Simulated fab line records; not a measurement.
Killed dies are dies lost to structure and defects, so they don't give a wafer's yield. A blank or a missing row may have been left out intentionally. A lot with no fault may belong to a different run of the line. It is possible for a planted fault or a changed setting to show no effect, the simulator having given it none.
What tool caused it? / flow sky130 / 15 lots, 45 wafers sampled, at 6 steps of a route of 708

## WHAT THE GAUGES SHOWED, per wafer
SKY_METAL1_RS_MEAS_05: measures by four-point-probe.
lot=L446; measured=day 31 22:27; on=film-metro-02; METAL1_ALCU_RS (ohm/sq)=0.1241 0.1263 0.1254
lot=L447; measured=day 32 08:20; on=film-metro-02; METAL1_ALCU_RS (ohm/sq)=0.1256 0.1250 0.1248
lot=L451; measured=day 33 13:28; on=film-metro-04; METAL1_ALCU_RS (ohm/sq)=0.1260 0.1272 0.1260
lot=L450; measured=day 33 20:04; on=film-metro-04; METAL1_ALCU_RS (ohm/sq)=0.1270 0.1252 0.1248
lot=L452; measured=day 34 02:34; on=film-metro-02; METAL1_ALCU_RS (ohm/sq)=0.1253 0.1261 0.1277
lot=L453; measured=day 34 13:25; on=film-metro-04; METAL1_ALCU_RS (ohm/sq)=0.1272 0.1297 0.1274
lot=L454; measured=day 34 19:57; on=film-metro-02; METAL1_ALCU_RS (ohm/sq)=0.1248 0.1237 0.1232
lot=L458; measured=day 36 02:20; on=film-metro-01; METAL1_ALCU_RS (ohm/sq)=0.1320 0.1316 0.1298
lot=L459; measured=day 36 08:12; on=film-metro-02; METAL1_ALCU_RS (ohm/sq)=0.1247 0.1260 0.1258
lot=L460; measured=day 37 01:29; on=film-metro-02; METAL1_ALCU_RS (ohm/sq)=0.1280 0.1253 0.1304
lot=L464; measured=day 37 19:24; on=film-metro-04; METAL1_ALCU_RS (ohm/sq)=0.1291 0.1299 0.1287
lot=L466; measured=day 38 04:32; on=film-metro-02; METAL1_ALCU_RS (ohm/sq)=0.1308 0.1286 0.1257
lot=L465; measured=day 38 07:15; on=film-metro-01; METAL1_ALCU_RS (ohm/sq)=0.1330 0.1275 0.1319
lot=L467; measured=day 38 18:23; on=film-metro-04; METAL1_ALCU_RS (ohm/sq)=0.1271 0.1260 0.1255
lot=L469; measured=day 39 00:11; on=film-metro-02; METAL1_ALCU_RS (ohm/sq)=0.1247 0.1250 0.1242

SKY_METAL2_RS_MEAS_05: measures by four-point-probe.
lot=L446; measured=day 34 10:01; on=film-metro-02; METAL2_ALCU_RS (ohm/sq)=0.1269 0.1253 0.1266
lot=L447; measured=day 34 19:31; on=film-metro-04; METAL2_ALCU_RS (ohm/sq)=0.1265 0.1277 0.1278
lot=L451; measured=day 35 22:47; on=film-metro-02; METAL2_ALCU_RS (ohm/sq)=0.1288 0.1282 0.1288
lot=L450; measured=day 36 04:38; on=film-metro-02; METAL2_ALCU_RS (ohm/sq)=0.1259 0.1261 0.1267
lot=L452; measured=day 36 11:17; on=film-metro-02; METAL2_ALCU_RS (ohm/sq)=0.1260 0.1293 0.1290
lot=L453; measured=day 36 23:40; on=film-metro-04; METAL2_ALCU_RS (ohm/sq)=0.1293 0.1280 0.1249
lot=L454; measured=day 37 04:45; on=film-metro-04; METAL2_ALCU_RS (ohm/sq)=0.1255 0.1255 0.1253
lot=L458; measured=day 38 07:20; on=film-metro-03; METAL2_ALCU_RS (ohm/sq)=8.3813 8.3759 8.3548
lot=L459; measured=day 38 15:05; on=film-metro-03; METAL2_ALCU_RS (ohm/sq)=8.5761 8.4771 8.6057
lot=L460; measured=day 39 06:55; on=film-metro-02; METAL2_ALCU_RS (ohm/sq)=8.3840 8.4365 8.4892
lot=L464; measured=day 40 01:28; on=film-metro-04; METAL2_ALCU_RS (ohm/sq)=0.1277 0.1261 0.1264
lot=L466; measured=day 40 09:58; on=film-metro-02; METAL2_ALCU_RS (ohm/sq)=0.1275 0.1272 0.1266
lot=L465; measured=day 40 12:19; on=film-metro-03; METAL2_ALCU_RS (ohm/sq)=0.1253 0.1264 0.1249
lot=L467; measured=day 40 23:55; on=film-metro-04; METAL2_ALCU_RS (ohm/sq)=0.1273 0.1266 0.1263
lot=L469; measured=day 41 05:30; on=film-metro-03; METAL2_ALCU_RS (ohm/sq)=0.1281 0.1272 0.1250

SKY_METAL2_THK_MEAS_06: measures by xrf.
lot=L446; measured=day 34 10:08; on=film-metro-02; METAL2_ALCU_THK (nm)=251.9 254.7 253.1
lot=L447; measured=day 34 19:38; on=film-metro-04; METAL2_ALCU_THK (nm)=253.6 250.2 250.2
lot=L451; measured=day 35 22:54; on=film-metro-02; METAL2_ALCU_THK (nm)=249.3 250.9 247.9
lot=L450; measured=day 36 04:44; on=film-metro-02; METAL2_ALCU_THK (nm)=252.7 252.3 252.3
lot=L452; measured=day 36 11:23; on=film-metro-02; METAL2_ALCU_THK (nm)=250.2 247.7 245.4
lot=L453; measured=day 36 23:46; on=film-metro-04; METAL2_ALCU_THK (nm)=248.3 251.4 256.9
lot=L454; measured=day 37 04:52; on=film-metro-04; METAL2_ALCU_THK (nm)=257.1 256.6 255.3
lot=L458; measured=day 38 07:28; on=film-metro-03; METAL2_ALCU_THK (nm)=<0.7 <0.7 <0.7
lot=L459; measured=day 38 15:13; on=film-metro-03; METAL2_ALCU_THK (nm)=<0.7 <0.7 <0.7
lot=L460; measured=day 39 07:02; on=film-metro-02; METAL2_ALCU_THK (nm)=<0.3 <0.3 <0.3
lot=L464; measured=day 40 01:35; on=film-metro-04; METAL2_ALCU_THK (nm)=249.2 253.6 253.4
lot=L466; measured=day 40 10:05; on=film-metro-02; METAL2_ALCU_THK (nm)=250.3 251.1 253.4
lot=L465; measured=day 40 12:26; on=film-metro-03; METAL2_ALCU_THK (nm)=256.8 253.3 255.9
lot=L467; measured=day 41 00:02; on=film-metro-04; METAL2_ALCU_THK (nm)=251.7 254.0 255.2
lot=L469; measured=day 41 05:37; on=film-metro-03; METAL2_ALCU_THK (nm)=252.0 254.8 257.8

## EACH LOT AND THE TOOL THAT RAN IT (in order: tool; ch and the chambers of the sampled wafers; start)
lot=L446; SKY_METAL1_SPUTTER_00=pvd-sputter-03, day 31 22:19; SKY_VIA1_SPUTTER_20=pvd-sputter-04, day 34 09:14; SKY_METAL2_SPUTTER_02=pvd-sputter-03, day 34 09:55
lot=L447; SKY_METAL1_SPUTTER_00=pvd-sputter-02, day 32 08:10; SKY_VIA1_SPUTTER_20=pvd-sputter-01, day 34 18:43; SKY_METAL2_SPUTTER_02=pvd-sputter-02, day 34 19:24
lot=L451; SKY_METAL1_SPUTTER_00=pvd-sputter-02, day 33 13:18; SKY_VIA1_SPUTTER_20=pvd-sputter-02, day 35 22:00; SKY_METAL2_SPUTTER_02=pvd-sputter-02, day 35 22:41
lot=L450; SKY_METAL1_SPUTTER_00=pvd-sputter-03, day 33 19:54; SKY_VIA1_SPUTTER_20=pvd-sputter-02, day 36 03:45; SKY_METAL2_SPUTTER_02=pvd-sputter-04, day 36 04:31
lot=L452; SKY_METAL1_SPUTTER_00=pvd-sputter-03, day 34 02:23; SKY_VIA1_SPUTTER_20=pvd-sputter-01, day 36 10:22; SKY_METAL2_SPUTTER_02=pvd-sputter-03, day 36 11:08
lot=L453; SKY_METAL1_SPUTTER_00=pvd-sputter-02, day 34 13:14; SKY_VIA1_SPUTTER_20=pvd-sputter-01, day 36 22:51; SKY_METAL2_SPUTTER_02=pvd-sputter-03, day 36 23:32
lot=L454; SKY_METAL1_SPUTTER_00=pvd-sputter-03, day 34 19:47; SKY_VIA1_SPUTTER_20=pvd-sputter-01, day 37 03:56; SKY_METAL2_SPUTTER_02=pvd-sputter-04, day 37 04:38
lot=L458; SKY_METAL1_SPUTTER_00=pvd-sputter-01, day 36 02:12; SKY_VIA1_SPUTTER_20=pvd-sputter-02, day 38 06:34; SKY_METAL2_SPUTTER_02=pvd-sputter-04, day 38 07:15
lot=L459; SKY_METAL1_SPUTTER_00=pvd-sputter-03, day 36 08:03; SKY_VIA1_SPUTTER_20=pvd-sputter-04, day 38 14:19; SKY_METAL2_SPUTTER_02=pvd-sputter-03, day 38 15:00
lot=L460; SKY_METAL1_SPUTTER_00=pvd-sputter-01, day 37 01:19; SKY_VIA1_SPUTTER_20=pvd-sputter-01, day 39 06:08; SKY_METAL2_SPUTTER_02=pvd-sputter-03, day 39 06:49
lot=L464; SKY_METAL1_SPUTTER_00=pvd-sputter-02, day 37 19:16; SKY_VIA1_SPUTTER_20=pvd-sputter-04, day 40 00:42; SKY_METAL2_SPUTTER_02=pvd-sputter-02, day 40 01:23
lot=L466; SKY_METAL1_SPUTTER_00=pvd-sputter-01, day 38 04:22; SKY_VIA1_SPUTTER_20=pvd-sputter-02, day 40 09:10; SKY_METAL2_SPUTTER_02=pvd-sputter-04, day 40 09:51
lot=L465; SKY_METAL1_SPUTTER_00=pvd-sputter-01, day 38 07:07; SKY_VIA1_SPUTTER_20=pvd-sputter-01, day 40 11:33; SKY_METAL2_SPUTTER_02=pvd-sputter-04, day 40 12:14
lot=L467; SKY_METAL1_SPUTTER_00=pvd-sputter-03, day 38 18:15; SKY_VIA1_SPUTTER_20=pvd-sputter-01, day 40 23:09; SKY_METAL2_SPUTTER_02=pvd-sputter-03, day 40 23:50
lot=L469; SKY_METAL1_SPUTTER_00=pvd-sputter-02, day 39 00:01; SKY_VIA1_SPUTTER_20=pvd-sputter-02, day 41 04:42; SKY_METAL2_SPUTTER_02=pvd-sputter-03, day 41 05:23
- SKY_METAL1_SPUTTER_00: material Ti, target thk 15 nm, time 10 s.
- SKY_VIA1_SPUTTER_20: material TiN, target thk 20 nm, time 80 s.
- SKY_METAL2_SPUTTER_02: material AlCu, target thk 250 nm, time 13.3 s.

## WHAT THE TOOLS THEMSELVES READ (means of the sampled wafers that have a number; where no wafer has one, the mark that the record gives instead)
SKY_METAL1_SPUTTER_00.
lot=L446; tool=pvd-sputter-03; cathode-dc-power-W (W)=3000.2; chamber-pressure-pa (Pa)=0.4003; throttle-valve-pct (%)=30.2
lot=L447; tool=pvd-sputter-02; cathode-dc-power-W (W)=2999.8; chamber-pressure-pa (Pa)=0.4011; throttle-valve-pct (%)=30.5
lot=L451; tool=pvd-sputter-02; cathode-dc-power-W (W)=2999.9; chamber-pressure-pa (Pa)=0.3998; throttle-valve-pct (%)=30.5
lot=L450; tool=pvd-sputter-03; cathode-dc-power-W (W)=3000.8; chamber-pressure-pa (Pa)=0.4002; throttle-valve-pct (%)=30.1
lot=L452; tool=pvd-sputter-03; cathode-dc-power-W (W)=2999.8; chamber-pressure-pa (Pa)=0.3995; throttle-valve-pct (%)=29.9
lot=L453; tool=pvd-sputter-02; cathode-dc-power-W (W)=2999.9; chamber-pressure-pa (Pa)=0.3997; throttle-valve-pct (%)=30.3
lot=L454; tool=pvd-sputter-03; cathode-dc-power-W (W)=2999.6; chamber-pressure-pa (Pa)=0.4013; throttle-valve-pct (%)=30.0
lot=L458; tool=pvd-sputter-01; cathode-dc-power-W (W)=2999.6; chamber-pressure-pa (Pa)=0.4007; throttle-valve-pct (%)=28.9
lot=L459; tool=pvd-sputter-03; cathode-dc-power-W (W)=3000.0; chamber-pressure-pa (Pa)=0.3991; throttle-valve-pct (%)=30.1
lot=L460; tool=pvd-sputter-01; cathode-dc-power-W (W)=3000.2; chamber-pressure-pa (Pa)=0.3996; throttle-valve-pct (%)=29.4
lot=L464; tool=pvd-sputter-02; cathode-dc-power-W (W)=3000.3; chamber-pressure-pa (Pa)=0.4005; throttle-valve-pct (%)=30.5
lot=L466; tool=pvd-sputter-01; cathode-dc-power-W (W)=3000.3; chamber-pressure-pa (Pa)=0.4006; throttle-valve-pct (%)=29.6
lot=L465; tool=pvd-sputter-01; cathode-dc-power-W (W)=3000.3; chamber-pressure-pa (Pa)=0.4000; throttle-valve-pct (%)=29.3
lot=L467; tool=pvd-sputter-03; cathode-dc-power-W (W)=3000.0; chamber-pressure-pa (Pa)=0.3997; throttle-valve-pct (%)=29.6
lot=L469; tool=pvd-sputter-02; cathode-dc-power-W (W)=3000.0; chamber-pressure-pa (Pa)=0.3998; throttle-valve-pct (%)=30.5

SKY_VIA1_SPUTTER_20.
lot=L446; tool=pvd-sputter-04; cathode-dc-power-W (W)=4000.0; chamber-pressure-pa (Pa)=5.012; throttle-valve-pct (%)=29.3
lot=L447; tool=pvd-sputter-01; cathode-dc-power-W (W)=4000.0; chamber-pressure-pa (Pa)=5.004; throttle-valve-pct (%)=29.5
lot=L451; tool=pvd-sputter-02; cathode-dc-power-W (W)=4000.1; chamber-pressure-pa (Pa)=5.003; throttle-valve-pct (%)=30.3
lot=L450; tool=pvd-sputter-02; cathode-dc-power-W (W)=4000.0; chamber-pressure-pa (Pa)=4.999; throttle-valve-pct (%)=30.5
lot=L452; tool=pvd-sputter-01; cathode-dc-power-W (W)=3999.6; chamber-pressure-pa (Pa)=4.991; throttle-valve-pct (%)=30.0
lot=L453; tool=pvd-sputter-01; cathode-dc-power-W (W)=4000.1; chamber-pressure-pa (Pa)=4.996; throttle-valve-pct (%)=29.2
lot=L454; tool=pvd-sputter-01; cathode-dc-power-W (W)=4000.6; chamber-pressure-pa (Pa)=4.993; throttle-valve-pct (%)=28.6
lot=L458; tool=pvd-sputter-02; cathode-dc-power-W (W)=3999.6; chamber-pressure-pa (Pa)=5.003; throttle-valve-pct (%)=30.6
lot=L459; tool=pvd-sputter-04; cathode-dc-power-W (W)=3999.9; chamber-pressure-pa (Pa)=5.014; throttle-valve-pct (%)=29.3
lot=L460; tool=pvd-sputter-01; cathode-dc-power-W (W)=4000.1; chamber-pressure-pa (Pa)=5.003; throttle-valve-pct (%)=29.4
lot=L464; tool=pvd-sputter-04; cathode-dc-power-W (W)=3999.5; chamber-pressure-pa (Pa)=4.992; throttle-valve-pct (%)=29.3
lot=L466; tool=pvd-sputter-02; cathode-dc-power-W (W)=3999.9; chamber-pressure-pa (Pa)=5.004; throttle-valve-pct (%)=30.5
lot=L465; tool=pvd-sputter-01; cathode-dc-power-W (W)=4000.8; chamber-pressure-pa (Pa)=4.996; throttle-valve-pct (%)=29.1
lot=L467; tool=pvd-sputter-01; cathode-dc-power-W (W)=4000.0; chamber-pressure-pa (Pa)=5.003; throttle-valve-pct (%)=30.1
lot=L469; tool=pvd-sputter-02; cathode-dc-power-W (W)=4000.1; chamber-pressure-pa (Pa)=5.005; throttle-valve-pct (%)=30.6

SKY_METAL2_SPUTTER_02.
lot=L446; tool=pvd-sputter-03; cathode-dc-power-W (W)=10601; chamber-pressure-pa (Pa)=0.3994; throttle-valve-pct (%)=29.5
lot=L447; tool=pvd-sputter-02; cathode-dc-power-W (W)=10599; chamber-pressure-pa (Pa)=0.4001; throttle-valve-pct (%)=30.6
lot=L451; tool=pvd-sputter-02; cathode-dc-power-W (W)=10599; chamber-pressure-pa (Pa)=0.3995; throttle-valve-pct (%)=30.8
lot=L450; tool=pvd-sputter-04; cathode-dc-power-W (W)=10601; chamber-pressure-pa (Pa)=0.4001; throttle-valve-pct (%)=29.2
lot=L452; tool=pvd-sputter-03; cathode-dc-power-W (W)=10601; chamber-pressure-pa (Pa)=0.4004; throttle-valve-pct (%)=30.1
lot=L453; tool=pvd-sputter-03; cathode-dc-power-W (W)=10599; chamber-pressure-pa (Pa)=0.3999; throttle-valve-pct (%)=29.7
lot=L454; tool=pvd-sputter-04; cathode-dc-power-W (W)=10600; chamber-pressure-pa (Pa)=0.4014; throttle-valve-pct (%)=29.5
lot=L458; tool=pvd-sputter-04; cathode-dc-power-W (W)=-; chamber-pressure-pa (Pa)=-; throttle-valve-pct (%)=-
lot=L459; tool=pvd-sputter-03; cathode-dc-power-W (W)=-; chamber-pressure-pa (Pa)=-; throttle-valve-pct (%)=-
lot=L460; tool=pvd-sputter-03; cathode-dc-power-W (W)=-; chamber-pressure-pa (Pa)=-; throttle-valve-pct (%)=-
lot=L464; tool=pvd-sputter-02; cathode-dc-power-W (W)=10600; chamber-pressure-pa (Pa)=0.3992; throttle-valve-pct (%)=30.3
lot=L466; tool=pvd-sputter-04; cathode-dc-power-W (W)=10600; chamber-pressure-pa (Pa)=0.3999; throttle-valve-pct (%)=29.4
lot=L465; tool=pvd-sputter-04; cathode-dc-power-W (W)=10600; chamber-pressure-pa (Pa)=0.3996; throttle-valve-pct (%)=29.4
lot=L467; tool=pvd-sputter-03; cathode-dc-power-W (W)=10600; chamber-pressure-pa (Pa)=0.3991; throttle-valve-pct (%)=29.3
lot=L469; tool=pvd-sputter-03; cathode-dc-power-W (W)=10599; chamber-pressure-pa (Pa)=0.4000; throttle-valve-pct (%)=29.5

## THE ANSWER, worked out from the rows above alone
Rule: the lots themselves supply what counts as usual. The widest of any qualifying gaps counts: lots, ordered by their means at a reading, are off when they make up no more than a third of the lots, leave a main group of 4 or more, and stand apart from it by 3 or more times the standard deviation of that group's means. Not used: any main group whose means are identical at the precision the tables above print for the reading. Also off: a lot with no number at a reading for which 4 or more lots have one. Where the step has rows for the other lots, those lots are counted as sound. Order of review: gauges by route order, followed by the tools' own readings, for which a lot's mean as printed above is used. The first step at which some lot is off is used, and at that step the reading that is off furthest; a lot without a number counts as furthest.
Off: at SKY_METAL2_RS_MEAS_05 (METAL2_ALCU_RS), L458, L459, L460. The main group has a mean of 0.1269 ohm/sq with a standard deviation of 0.0009.
If a tool, at a process step before that reading, ran all the lots that are off and no sound lot after the first of them, it fits. The gauges at SKY_METAL2_RS_MEAS_05 aren't tried: what is off there is off at SKY_METAL2_SPUTTER_02 too, on other tools, and a gauge's error can't cause that. No candidate that was tried fits.

## WHAT THE SIMULATOR PUT IN
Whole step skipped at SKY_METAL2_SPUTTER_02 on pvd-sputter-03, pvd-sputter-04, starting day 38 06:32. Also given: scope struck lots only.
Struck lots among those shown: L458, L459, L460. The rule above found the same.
